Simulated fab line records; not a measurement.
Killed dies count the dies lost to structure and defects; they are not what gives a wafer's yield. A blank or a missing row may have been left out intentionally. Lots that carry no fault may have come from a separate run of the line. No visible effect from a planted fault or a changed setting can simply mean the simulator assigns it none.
Chamber matching | flow gf180mcu | GF_V3_CVD_02 on pecvd-01: 3 sister chambers
The step deposits SiO2 from TEOS, target thk 850 nm, time 94.851 s. 6 wafers are shown with their chamber, then 8 later ones without.

EACH WAFER AND ITS CHAMBER
wafer  | chamber | heater power w (W)
L082.6 | 2       | 609
L086.4 | 0       | 742
L087.1 | 0       | 595
L087.2 | 1       | 842
L087.6 | 1       | 930
L090.3 | 2       | 583

WAFERS WHOSE CHAMBER IS MISSING
wafer  | heater power w (W)
L090.5 | 584
L090.6 | 862
L092.1 | 854
L092.2 | 553
L092.5 | 892
L096.1 | 849
L096.3 | 648
L096.4 | 672

WHICH CHAMBER EACH WENT THROUGH
wafer  | from the rows above     | in truth
L090.5 | can't be placed: 2 or 0 | 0
L090.6 | 1                       | 1
L092.1 | 1                       | 1
L092.2 | can't be placed: 2 or 0 | 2
L092.5 | 1                       | 1
L096.1 | 1                       | 1
L096.3 | can't be placed: 0 or 2 | 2
L096.4 | can't be placed: 0 or 2 | 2
Correctly placed: 4 of 8. Not placeable from these rows: 4 (in 4, the candidates include the true chamber). Number placed wrongly: 0.
How it was worked out, from the rows above alone: a wafer's distance from a chamber is the root of the sum, over the readings, of the square of ((its reading less the chamber's mean) divided by the reading's scatter). The wafer belongs to the nearest chamber; if the next one is less than 2 further off, it can't be placed. The mean given for a chamber averages the wafers shown for that chamber. The scatter: take each reading less its chamber's mean, square it, sum over the shown wafers, divide by the number of wafers less the number of chambers, and take the root.
